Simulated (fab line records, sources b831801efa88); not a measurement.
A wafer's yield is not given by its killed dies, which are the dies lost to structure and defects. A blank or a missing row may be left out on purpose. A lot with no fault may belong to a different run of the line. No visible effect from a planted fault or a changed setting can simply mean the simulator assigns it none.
Chamber matching / flow gf180mcu / rie diel-02 running GF_POLY_GATE_ETCH_12: 4 sister chambers
The step etches BARC in N2/H2. 8 wafers are shown with their chamber, then 7 later ones without.

WAFERS PAIRED WITH THEIR CHAMBERS
wafer=L965.3; chamber=2; oes product au (a.u.)=0.731; rf fwd power W (W)=497.5
wafer=L969.4; chamber=1; oes product au (a.u.)=0.732; rf fwd power W (W)=492.5
wafer=L969.6; chamber=1; oes product au (a.u.)=0.739; rf fwd power W (W)=495.9
wafer=L972.3; chamber=2; oes product au (a.u.)=0.739; rf fwd power W (W)=498.6
wafer=L972.5; chamber=0; oes product au (a.u.)=0.738; rf fwd power W (W)=497.1
wafer=L972.6; chamber=3; oes product au (a.u.)=0.731; rf fwd power W (W)=499.2
wafer=L976.1; chamber=0; oes product au (a.u.)=0.735; rf fwd power W (W)=496.9
wafer=L976.3; chamber=3; oes product au (a.u.)=0.728; rf fwd power W (W)=492.4

WAFERS WITH NO CHAMBER GIVEN
wafer=L976.4; oes product au (a.u.)=0.735; rf fwd power W (W)=496.4
wafer=L983.4; oes product au (a.u.)=0.736; rf fwd power W (W)=498.0
wafer=L983.5; oes product au (a.u.)=0.739; rf fwd power W (W)=496.4
wafer=L983.6; oes product au (a.u.)=0.729; rf fwd power W (W)=497.7
wafer=L984.3; oes product au (a.u.)=0.732; rf fwd power W (W)=494.5
wafer=L984.4; oes product au (a.u.)=0.739; rf fwd power W (W)=498.0
wafer=L984.5; oes product au (a.u.)=0.738; rf fwd power W (W)=494.6

WHICH CHAMBER EACH ONE RAN IN
wafer=L976.4; from the rows above=can't be placed: 0 or 2 or 1 or 3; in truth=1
wafer=L983.4; from the rows above=can't be placed: 2 or 0 or 1 or 3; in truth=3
wafer=L983.5; from the rows above=can't be placed: 0 or 2 or 1 or 3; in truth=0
wafer=L983.6; from the rows above=can't be placed: 3 or 2 or 0 or 1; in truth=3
wafer=L984.3; from the rows above=can't be placed: 3 or 1 or 0 or 2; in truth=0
wafer=L984.4; from the rows above=can't be placed: 0 or 2 or 1 or 3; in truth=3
wafer=L984.5; from the rows above=can't be placed: 1 or 0 or 2 or 3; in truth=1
Correctly placed: 0 of 7. Unplaceable from these rows: 7, with the true chamber sitting among the candidates in 7. Wrongly placed: 0.
How it was worked out, from the rows above alone: a wafer's distance from a chamber is the root of the sum, over the readings, of the square of ((its reading less the chamber's mean) divided by the reading's scatter). If the next closest chamber is less than 2 further off than the closest, the wafer can't be placed; otherwise it belongs to the closest. For every chamber, the mean is computed from those of its wafers that are shown. The scatter: the root of (the sum of the squares of (reading less its chamber's mean) over the shown wafers, divided by (wafers less chambers)).
